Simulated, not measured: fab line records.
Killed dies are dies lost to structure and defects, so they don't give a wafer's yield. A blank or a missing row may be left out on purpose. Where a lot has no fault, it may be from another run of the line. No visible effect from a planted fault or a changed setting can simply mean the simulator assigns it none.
The tool behind it: which one?    flow sky130    12 lots, 36 wafers sampled, at 5 steps of a route of 708

== WHAT THE GAUGES READ, wafer by wafer ==
SKY_FIELD_ISO_BOW_MEAS_00.
lot   measured     on             INCOMING_BOW (um)
L260  day 1 10:01  film_metro-02  1 2 1
L261  day 1 15:02  film_metro-02  -4 -1 1
L264  day 2 06:00  film_metro-04  8 -3 -3
L266  day 2 16:02  film_metro-04  -4 -5 5
L270  day 3 12:01  film_metro-03  -1 -11 -6
L271  day 3 17:01  film_metro-03  4 -10 -1
L272  day 3 22:04  film_metro-02  -4 -3 10
L274  day 4 08:00  film_metro-03  4 9 -7
L279  day 5 09:00  film_metro-02  1 -2 -3
L280  day 5 14:01  film_metro-02  2 -7 -2
L282  day 6 00:00  film_metro-02  2 7 0
L283  day 6 05:00  film_metro-02  -8 8 5

SKY_NWELL_OVL_MEAS_10.
lot   measured      on          NWELL_00_OVL (nm)
L260  day 5 02:20   overlay-02  0.1 0.1 1.3
L261  day 5 05:42   overlay-02  -0.9 0.2 -1.4
L264  day 5 20:20   overlay-02  -1.6 -0.3 -2.1
L266  day 6 04:22   overlay-02  0.3 -0.6 0.2
L270  day 7 06:07   overlay-01  0.9 -0.3 2.1
L271  day 7 13:59   overlay-02  -0.1 0.2 -0.9
L272  day 7 21:27   overlay-02  -0.9 -0.1 0.5
L274  day 8 05:50   overlay-02  -1.8 -2.9 -1.7
L279  day 9 11:58   overlay-02  -3.3 -4.3 -2.4
L280  day 9 14:16   overlay-01  -0.7 1.3 -1.7
L282  day 10 00:43  overlay-02  3.4 0.6 1.7
L283  day 10 08:46  overlay-01  1.3 -0.5 -2.1

== EACH LOT AND THE TOOL THAT RAN IT (in order: tool; ch and the chambers of the sampled wafers; start) ==
lot   SKY_FIELD_ISO_ETCH_14              SKY_FIELD_ISO_ETCH_15              SKY_FIELD_ISO_STRIP_16
L260  rie_diel-01 ch 0,1,3, day 2 04:50  rie_diel-01 ch 0,1,3, day 2 04:53  plasma_asher-01 ch 0,1, day 2 04:56
L261  rie_diel-03 ch 0,1,2, day 2 12:38  rie_diel-03 ch 0,1,2, day 2 12:41  plasma_asher-01 ch 0,1, day 2 12:47
L264  rie_diel-04 ch 2,3, day 3 07:53    rie_diel-04 ch 2,3, day 3 07:55    plasma_asher-03 ch 0,1, day 3 07:59
L266  rie_diel-04 ch 0,2, day 3 14:19    rie_diel-04 ch 0,2, day 3 14:21    plasma_asher-02 ch 0,1, day 3 14:26
L270  rie_diel-04 ch 2,3, day 4 09:59    rie_diel-04 ch 2,3, day 4 10:01    plasma_asher-01 ch 0,1, day 4 10:05
L271  rie_diel-04 ch 2,3, day 4 15:37    rie_diel-04 ch 2,3, day 4 15:39    plasma_asher-03 ch 0,1, day 4 15:43
L272  rie_diel-03 ch 0,1, day 4 22:56    rie_diel-03 ch 0,1, day 4 22:59    plasma_asher-03 ch 0,1, day 4 23:05
L274  rie_diel-04 ch 0,1,3, day 5 08:05  rie_diel-04 ch 0,1,3, day 5 08:07  plasma_asher-03 ch 0,1, day 5 08:11
L279  rie_diel-03 ch 0,1,3, day 6 09:44  rie_diel-03 ch 0,1,3, day 6 09:46  plasma_asher-01 ch 0,1, day 6 09:50
L280  rie_diel-01 ch 0,1,2, day 6 15:11  rie_diel-01 ch 0,1,2, day 6 15:14  plasma_asher-01 ch 0,1, day 6 15:17
L282  rie_diel-01 ch 0,3, day 6 23:56    rie_diel-01 ch 0,3, day 6 23:58    plasma_asher-03 ch 0,1, day 7 00:02
L283  rie_diel-03 ch 0,1,2, day 7 05:46  rie_diel-03 ch 0,1,2, day 7 05:48  plasma_asher-01 ch 0,1, day 7 05:52
- SKY_FIELD_ISO_ETCH_14: etches BARC in N2/H2, stops on SiO2, time 45.9 s, target depth 60 nm.
- SKY_FIELD_ISO_ETCH_15: etches the open film in CHF3/O2, stops on Si, target depth 180 nm, time 72 s.
- SKY_FIELD_ISO_STRIP_16: strips in O2/N2.

== WHAT THE TOOLS THEMSELVES READ (means of the sampled wafers that have a number; where no wafer has one, the mark that the record gives instead) ==
SKY_FIELD_ISO_ETCH_14.
lot   tool         drypump_motor_current_A (A)  oes_product_au (a.u.)  throttle_valve_pct (%)
L260  rie_diel-01  5.8                          0.853                  13.224
L261  rie_diel-03  6.0                          0.859                  13.222
L264  rie_diel-04  5.5                          0.853                  13.225
L266  rie_diel-04  5.4                          0.855                  13.230
L270  rie_diel-04  5.5                          0.852                  13.219
L271  rie_diel-04  5.5                          0.853                  13.226
L272  rie_diel-03  6.2                          0.852                  13.221
L274  rie_diel-04  5.6                          0.850                  13.217
L279  rie_diel-03  6.0                          0.854                  13.223
L280  rie_diel-01  6.0                          0.852                  13.216
L282  rie_diel-01  5.5                          0.856                  13.220
L283  rie_diel-03  6.0                          0.856                  13.216

SKY_FIELD_ISO_ETCH_15.
lot   tool         drypump_motor_current_A (A)  oes_product_au (a.u.)  throttle_valve_pct (%)
L260  rie_diel-01  5.8                          0.944                  8.842
L261  rie_diel-03  6.0                          0.950                  8.857
L264  rie_diel-04  5.4                          0.950                  8.846
L266  rie_diel-04  5.4                          0.944                  8.848
L270  rie_diel-04  5.5                          0.944                  8.830
L271  rie_diel-04  5.4                          0.956                  8.845
L272  rie_diel-03  6.2                          0.951                  8.846
L274  rie_diel-04  5.6                          0.947                  8.849
L279  rie_diel-03  5.9                          0.953                  8.850
L280  rie_diel-01  6.1                          0.950                  8.854
L282  rie_diel-01  5.5                          0.958                  8.842
L283  rie_diel-03  6.0                          0.951                  8.847

SKY_FIELD_ISO_STRIP_16.
lot   tool             drypump_motor_current_A (A)  o2_flow_sccm (sccm)  oes_product_au (a.u.)  strip_time_to_endpoint_s (s)
L260  plasma_asher-01  5.4                          3010                 0.373                  3.51
L261  plasma_asher-01  5.3                          2999                 0.380                  3.59
L264  plasma_asher-03  6.2                          3000                 0.375                  3.53
L266  plasma_asher-02  5.8                          3013                 0.382                  3.56
L270  plasma_asher-01  5.3                          3005                 0.373                  3.38
L271  plasma_asher-03  6.2                          3000                 0.374                  3.38
L272  plasma_asher-03  6.2                          3000                 0.377                  3.59
L274  plasma_asher-03  6.5                          2997                 0.369                  3.41
L279  plasma_asher-01  5.4                          3002                 0.376                  3.52
L280  plasma_asher-01  5.3                          3009                 0.374                  3.56
L282  plasma_asher-03  6.5                          3004                 0.375                  3.51
L283  plasma_asher-01  5.4                          2999                 0.377                  3.54

== THE ANSWER, worked out from the rows above alone ==
Rule: the usual values come from the lots themselves. The widest of any qualifying gaps counts: lots, ordered by their means at a reading, are off when they make up no more than a third of the lots, leave a main group of 4 or more, and stand apart from it by 3 or more times the standard deviation of that group's means. A main group is skipped when, at the precision printed for the reading in the tables above, its means are all equal. Also off: a lot with no number at a reading for which 4 or more lots have one. The other lots that the step has rows for count as sound. Order of review: gauges by route order, followed by the tools' own readings, for which a lot's mean as printed above is used. At the first step where some lot is off, the reading lying furthest off is the one used; lots without a number count as furthest.
Off at SKY_FIELD_ISO_STRIP_16 (strip_time_to_endpoint_s): L270, L271, L274. The main group has a mean of 3.55 s with a standard deviation of 0.029.
A tool fits if, at that step or a process step before it, it ran every lot that is off, and no sound lot after the first of them. One fits: rie_diel-04 at SKY_FIELD_ISO_ETCH_14 and SKY_FIELD_ISO_ETCH_15. At SKY_FIELD_ISO_ETCH_14 its last sound lot is L266 (day 3 14:19), its first lot that is off L270 (day 4 09:59): a fault that began between those two fits.

== WHAT THE SIMULATOR PUT IN ==
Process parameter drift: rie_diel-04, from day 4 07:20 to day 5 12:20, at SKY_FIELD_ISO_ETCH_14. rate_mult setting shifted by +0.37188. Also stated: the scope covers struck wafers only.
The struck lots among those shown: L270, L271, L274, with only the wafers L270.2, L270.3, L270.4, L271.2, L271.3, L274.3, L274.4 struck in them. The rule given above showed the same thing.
